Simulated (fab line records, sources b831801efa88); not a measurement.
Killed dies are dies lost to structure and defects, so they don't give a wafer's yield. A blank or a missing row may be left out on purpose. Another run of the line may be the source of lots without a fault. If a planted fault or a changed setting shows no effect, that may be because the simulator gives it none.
A struck lot beside a sound one | flow sfqLine | 21 steps out of a route of 325
Sound: these wafers, L765.1, L765.2, L765.4. The struck wafers were L772.1, L772.5, L772.6. The cause is given at the end.
Per side, at each step with rows, come the tool, then ch with its chambers, and then its first start. Under that, the readings that differ: sound wafers | struck wafers | difference of the means | sigmas: that difference in standard deviations of wafers without a fault.
alike: same words and numbers on both sides, and readings whose means sit less than 2 such deviations apart. not compared: any withheld reading, any reading some wafer has no value for, any bound like >300 that may hide the same value, and any number with overlapping values for which the record gives no deviation.
Wherever a step has rows on one side only, a row that says differs or no value, or a row with sigmas, the two part there. Non-overlapping numbers with no deviation appear without sigmas and do not part them. A reading missing from all wafers of one side parts the sides only when that side holds two or more wafers.

first, 1 step without rows for these wafers: SFQ_TRILAYER_M5_ETCH_METAL_ETCH_126 (etches Nb in Cl2/BCl3, stops on SiO2, time 203.2 s, target depth 265 nm).
SFQ_TRILAYER_M5_STRIP_STRIP_127: strips in O2.
  sound on rieMetal-02 ch 0,1, day 57 17:49; struck on rieMetal-03 ch 0,1, day 59 20:11
  alike: drypumpMotorCurrentA, oesProductAu
  not compared: rfHoursCounterH
then, 3 steps without rows for these wafers: SFQ_TRILAYER_M5_STRIP_SOLV_CLEAN_128 (cleans in NMP, time 600 s); SFQ_TRILAYER_A5B_DEP_PECVD_129 (deposits SiO2 from SiH4/N2O, time 133.33 s, target thk 600 nm); SFQ_TRILAYER_A5B_CMP_CMP_130 (polishes, stops on Nb, target thk 340.7 nm).
SFQ_TRILAYER_A5B_METRO_MEASURE_131:
  sound on filmMetro-01 at day 57 21:41; struck on filmMetro-04 at day 60 02:13
  alike: thkNm
SFQ_TRILAYER_R5_DEP_SPUTTER_132: material Ti, target thk 5 nm, time 5 s.
  sound on pvdSputter-05 at day 57 22:53; struck on pvdSputter-05 at day 60 03:25
  alike: cathodeDcPowerW, throttleValvePct
SFQ_TRILAYER_R5_DEP_SPUTTER_133: material MoNx, target thk 40 nm, time 66.7 s.
  sound on pvdSputter-05 at day 57 22:55; struck on pvdSputter-05 at day 60 03:26
  alike: cathodeDcPowerW, throttleValvePct
SFQ_TRILAYER_R5_DEP_SPUTTER_134: material Ti, target thk 5 nm, time 5 s.
  sound on pvdSputter-05 at day 57 22:58; struck on pvdSputter-05 at day 60 03:29
  alike: cathodeDcPowerW, throttleValvePct
SFQ_R5_RS_MEAS_933: a four-point-probe measurement.
  sound on filmMetro-02 at day 57 22:59; struck on filmMetro-01 at day 60 03:30
  alike: R5_MONX_RS
SFQ_R5_THK_MEAS_934: measures by xrf.
  sound on filmMetro-02 at day 57 23:06; struck on filmMetro-01 at day 60 03:37
  alike: R5_MONX_THK
then, 1 step without rows for these wafers: SFQ_TRILAYER_R5_LITHO_COAT_141 (resist thk 62 nm).
SFQ_TRILAYER_R5_LITHO_COAT_136: resist thk 600 nm.
  sound on lithoTrack-04 ch 0, day 57 23:28; struck on lithoTrack-03 ch 0, day 60 03:59
reading                                            | sound                | struck               | difference | sigmas
spinSpeedRpm (rpm)                                 | 3002.3 2996.5 3000.7 | 2915.6 2913.5 2914.0 | -85.5      | -43
model.KrF_of_TRILAYER_R5_LITHO_COAT_136.thkNm (nm) | 599.2 597.8 600.1    | 610.9 611.2 612.4    | +12.5      | 
then, 4 steps without rows for these wafers: SFQ_TRILAYER_R5_LITHO_SOFTBAKE_140; SFQ_TRILAYER_R5_LITHO_EXPOSE_137 (exposes mask R5, target cd 500 nm); SFQ_TRILAYER_R5_LITHO_PEB_139 (peb time 60 s); SFQ_TRILAYER_R5_LITHO_DEVELOP_138 (time 60 s).
-- the record jumps here: 5 days lie between the struck wafers' starts before and after --
SFQ_R5_OVL_MEAS_935:
  sound on overlay-02 at day 63 11:19; struck on overlay-02 at day 65 11:19
  alike: R5_OVL
then, 1 step without rows for these wafers: SFQ_TRILAYER_R5_BARC_OPEN_METAL_ETCH_177 (etches BARC in O2, target depth 125 nm, time 41.7 s).
SFQ_TRILAYER_R5_ETCH_METAL_ETCH_139: etches the open film in Cl2, stops on SiO2, target depth 60 nm, time 40 s.
  sound on rieMetal-04 ch 0,1, day 63 11:25; struck on rieMetal-03 ch 0,1, day 65 11:25
reading                                            | sound         | struck          | difference | sigmas
model.KrF_of_TRILAYER_R5_LITHO_COAT_136.thkNm (nm) | 501 497 499.2 | 508.8 508.4 512 | +10.7      | 
  alike: drypumpMotorCurrentA, oesProductAu
  not compared: rfHoursCounterH
then, 1 step without rows for these wafers: SFQ_TRILAYER_R5_STRIP_STRIP_140 (strips in O2).

## WHERE THEY PART
Only at SFQ_TRILAYER_R5_LITHO_COAT_136, within this record. Later steps at which nothing parts them and some readings are alike: SFQ_R5_OVL_MEAS_935, SFQ_TRILAYER_R5_ETCH_METAL_ETCH_139.

WHY: what had been put in by the simulator
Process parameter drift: lithoTrack-03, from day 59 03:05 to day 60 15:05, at SFQ_TRILAYER_R5_LITHO_COAT_136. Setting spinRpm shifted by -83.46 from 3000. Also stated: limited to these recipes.
